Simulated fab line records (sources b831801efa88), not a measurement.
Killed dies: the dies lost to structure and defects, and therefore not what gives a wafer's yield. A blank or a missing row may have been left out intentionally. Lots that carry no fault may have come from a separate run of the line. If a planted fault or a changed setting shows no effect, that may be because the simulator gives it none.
What tool caused it? ; flow gf180mcu ; 7 lots, 21 wafers sampled, at 3 steps of a route of 602

== WHAT EACH GAUGE READ, for each wafer ==
GF_HV_LDD_OVL_MEAS_47.
lot;measured;on;HV_LDD_03_OVL (nm)
L587;day 12 16:26;overlay-02;-0.5 0.1 0.0
L589;day 13 07:26;overlay-01;1.3 0.7 1.7
L591;day 13 23:50;overlay-01;-1.1 1.0 -0.5
L598;day 16 13:38;overlay-01;3.3 2.5 0.1
L602;day 17 18:52;overlay-01;-0.5 0.2 0.3
L605;day 18 20:34;overlay-01;-0.8 1.2 -0.5
L609;day 20 08:13;overlay-02;1.9 0.3 -0.6

== TOOL THAT RAN EACH LOT (tool first, then ch and the chambers of the sampled wafers, then the start) ==
lot;GF_POLY_GATE_STRIP_14;GF_HV_LDD_IMPLANT_34
L587;plasmaAsher-02 ch 0,1, day 9 11:20;implanter-02 ch 0, day 11 21:40
L589;plasmaAsher-02 ch 0,1, day 10 01:49;implanter-04 ch 0, day 12 11:49
L591;plasmaAsher-04 ch 0,1, day 10 16:20;implanter-02 ch 0, day 13 03:49
L598;plasmaAsher-02 ch 0,1, day 12 20:45;implanter-02 ch 0, day 15 14:32
L602;plasmaAsher-04 ch 0,1, day 13 23:19;implanter-03 ch 0, day 16 19:07
L605;plasmaAsher-02 ch 0,1, day 14 22:17;implanter-03 ch 0, day 17 20:28
L609;plasmaAsher-02 ch 1, day 16 08:43;implanter-02 ch 0, day 19 08:46
- GF_POLY_GATE_STRIP_14: strips in O2/N2.
- GF_HV_LDD_IMPLANT_34

== THE ANSWER, worked out from the rows above alone ==
Rule: the usual values come from the lots themselves. Put in order of their means at a reading, lots are off if they are a third of the lots or fewer, leave a main group of 4 or more, and stand apart from it by a gap of 3 or more times the standard deviation of the main group's means; of several such gaps the widest counts. A main group is skipped when, at the precision printed for the reading in the tables above, its means are all equal. A lot without any number at a reading at which 4 lots or more have one is off too. Any other lot the step has rows for is counted as sound.
Across all readings shown, no lot is off: no conclusion can be drawn from this.

== WHAT THE SIMULATOR HAD INSERTED ==
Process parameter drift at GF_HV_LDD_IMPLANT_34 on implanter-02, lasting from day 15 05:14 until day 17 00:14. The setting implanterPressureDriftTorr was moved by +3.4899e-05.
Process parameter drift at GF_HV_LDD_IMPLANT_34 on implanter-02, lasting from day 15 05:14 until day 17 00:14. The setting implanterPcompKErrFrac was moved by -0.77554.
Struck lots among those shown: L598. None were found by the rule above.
